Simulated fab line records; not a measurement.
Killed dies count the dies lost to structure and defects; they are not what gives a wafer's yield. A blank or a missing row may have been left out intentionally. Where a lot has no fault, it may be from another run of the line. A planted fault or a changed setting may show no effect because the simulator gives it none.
Split-lot trial / flow gf180mcu / on a route of 602 steps: 5 lots, 23 wafers read

## SPLIT DETAILS
At GF_NWELL_COAT_02 (resist thk 3000 nm), the setting spin rpm was moved away from the recipe's 2000 rpm on 8 of the 23 wafers read, by -5.4% to +5.2%. For the rest of the wafers, this setting stayed at what the recipe calls for.

Reading taken at the split's own step.

## THE READING
coat_of_NWELL_COAT_02.thk nm (the simulator's own value, which no gauge read), in nm, at GF_NWELL_COAT_02 (resist thk 3000 nm). There is no usual value for it anywhere in the file. Across the 15 wafers here that went through the recipe, the average is 3004 nm and the standard deviation 4.1 nm.

wafer=L074.1; tool, chamber at the split=litho track-04, 0; spin rpm as run, rpm=2000; against the recipe=recipe; coat_of_NWELL_COAT_02.thk nm, nm=3006; against lot-mates on the recipe=-
wafer=L074.2; tool, chamber at the split=litho track-04, 0; spin rpm as run, rpm=2000; against the recipe=recipe; coat_of_NWELL_COAT_02.thk nm, nm=3003; against lot-mates on the recipe=-
wafer=L074.4; tool, chamber at the split=litho track-04, 0; spin rpm as run, rpm=2000; against the recipe=recipe; coat_of_NWELL_COAT_02.thk nm, nm=3007; against lot-mates on the recipe=-
wafer=L074.5; tool, chamber at the split=litho track-04, 0; spin rpm as run, rpm=2000; against the recipe=recipe; coat_of_NWELL_COAT_02.thk nm, nm=3004; against lot-mates on the recipe=-
wafer=L074.6; tool, chamber at the split=litho track-04, 0; spin rpm as run, rpm=2000; against the recipe=recipe; coat_of_NWELL_COAT_02.thk nm, nm=3004; against lot-mates on the recipe=-
wafer=L075.1; tool, chamber at the split=litho track-03, 0; spin rpm as run, rpm=2000; against the recipe=recipe; coat_of_NWELL_COAT_02.thk nm, nm=3007; against lot-mates on the recipe=-
wafer=L075.5; tool, chamber at the split=litho track-03, 0; spin rpm as run, rpm=2000; against the recipe=recipe; coat_of_NWELL_COAT_02.thk nm, nm=3003; against lot-mates on the recipe=-
wafer=L075.6; tool, chamber at the split=litho track-03, 0; spin rpm as run, rpm=2000; against the recipe=recipe; coat_of_NWELL_COAT_02.thk nm, nm=3002; against lot-mates on the recipe=-
wafer=L078.1; tool, chamber at the split=litho track-02, 0; spin rpm as run, rpm=2000; against the recipe=recipe; coat_of_NWELL_COAT_02.thk nm, nm=3000; against lot-mates on the recipe=-
wafer=L078.3; tool, chamber at the split=litho track-02, 0; spin rpm as run, rpm=1892; against the recipe=-5.4%; coat_of_NWELL_COAT_02.thk nm, nm=3098; against lot-mates on the recipe=+93
wafer=L078.4; tool, chamber at the split=litho track-02, 0; spin rpm as run, rpm=2000; against the recipe=recipe; coat_of_NWELL_COAT_02.thk nm, nm=3010; against lot-mates on the recipe=-
wafer=L078.5; tool, chamber at the split=litho track-02, 0; spin rpm as run, rpm=1892; against the recipe=-5.4%; coat_of_NWELL_COAT_02.thk nm, nm=3094; against lot-mates on the recipe=+89
wafer=L078.6; tool, chamber at the split=litho track-02, 0; spin rpm as run, rpm=1892; against the recipe=-5.4%; coat_of_NWELL_COAT_02.thk nm, nm=3096; against lot-mates on the recipe=+91
wafer=L079.1; tool, chamber at the split=litho track-02, 0; spin rpm as run, rpm=2000; against the recipe=recipe; coat_of_NWELL_COAT_02.thk nm, nm=3004; against lot-mates on the recipe=-
wafer=L079.3; tool, chamber at the split=litho track-02, 0; spin rpm as run, rpm=1959; against the recipe=-2.0%; coat_of_NWELL_COAT_02.thk nm, nm=3034; against lot-mates on the recipe=+28
wafer=L079.4; tool, chamber at the split=litho track-02, 0; spin rpm as run, rpm=1959; against the recipe=-2.0%; coat_of_NWELL_COAT_02.thk nm, nm=3032; against lot-mates on the recipe=+26
wafer=L079.5; tool, chamber at the split=litho track-02, 0; spin rpm as run, rpm=2000; against the recipe=recipe; coat_of_NWELL_COAT_02.thk nm, nm=3011; against lot-mates on the recipe=-
wafer=L079.6; tool, chamber at the split=litho track-02, 0; spin rpm as run, rpm=2000; against the recipe=recipe; coat_of_NWELL_COAT_02.thk nm, nm=3002; against lot-mates on the recipe=-
wafer=L085.1; tool, chamber at the split=litho track-03, 0; spin rpm as run, rpm=2105; against the recipe=+5.2%; coat_of_NWELL_COAT_02.thk nm, nm=2924; against lot-mates on the recipe=-72
wafer=L085.3; tool, chamber at the split=litho track-03, 0; spin rpm as run, rpm=2105; against the recipe=+5.2%; coat_of_NWELL_COAT_02.thk nm, nm=2925; against lot-mates on the recipe=-72
wafer=L085.4; tool, chamber at the split=litho track-03, 0; spin rpm as run, rpm=2000; against the recipe=recipe; coat_of_NWELL_COAT_02.thk nm, nm=2994; against lot-mates on the recipe=-
wafer=L085.5; tool, chamber at the split=litho track-03, 0; spin rpm as run, rpm=2000; against the recipe=recipe; coat_of_NWELL_COAT_02.thk nm, nm=2999; against lot-mates on the recipe=-
wafer=L085.6; tool, chamber at the split=litho track-03, 0; spin rpm as run, rpm=2105; against the recipe=+5.2%; coat_of_NWELL_COAT_02.thk nm, nm=2930; against lot-mates on the recipe=-66

FIT RESULTS
A straight line over all 23 wafers: coat_of_NWELL_COAT_02.thk nm changes by -15.8 nm for each +1% of spin rpm; r = -0.99; the points scatter about the line by 4.9 nm.
The same after taking each lot's own level away (the mean of its wafers on the recipe; 23 wafers): -15 nm for each +1%; r = -0.99; scatter 5.4 nm.
According to that fit, moving spin rpm by its largest amount changes the reading by 81 nm.
Measured against the standard deviation above, the lots' own levels, which go from 2996.5 to 3005.7 nm, span 2.2 times it.
The two slopes agree, so the slope changes little with the lot-to-lot level.
Check: with one of the wafers moved furthest among these (-5.4%) left out of the fit, the line predicts +80.8 nm for it against its lot-mates. Against them it came out at +93 nm.

## ADDITIONAL SPLITS CARRIED BY THESE WAFERS
Note: prior to the reading, these wafers also went through further splits. Each is held against what the fit with the lots' levels taken away leaves over:
other split on the same wafers=GF_STI_COAT_07 resist thk nm; wafers away from the commonest value=10; r with coat_of_NWELL_COAT_02.thk nm (lot level and that fit taken away)=-0.12
other split on the same wafers=GF_STI_WET_ETCH_17 temp c; wafers away from the commonest value=15; r with coat_of_NWELL_COAT_02.thk nm (lot level and that fit taken away)=-0.10
other split on the same wafers=GF_DNWELL_COAT_02 spin rpm; wafers away from the commonest value=7; r with coat_of_NWELL_COAT_02.thk nm (lot level and that fit taken away)=-0.11

## THE WHOLE CHAIN: every reading that the file lists as answering this split, in the file's order
step=GF_NWELL_COAT_02; what it does=resist thk 3000 nm; reading=coat_of_NWELL_COAT_02.thk nm (the simulator's own value, which no gauge read); change (the file's fit)=-15 nm for each +1% of the setting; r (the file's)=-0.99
step=GF_NWELL_STRIP_10; what it does=strips in O2/N2; reading=strip time to endpoint s; change (the file's fit)=withheld for each +1% of the setting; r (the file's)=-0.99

## THE FILE'S OWN FIT
coat_of_NWELL_COAT_02.thk nm changes by -15 nm for each +1% of spin rpm, r = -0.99.
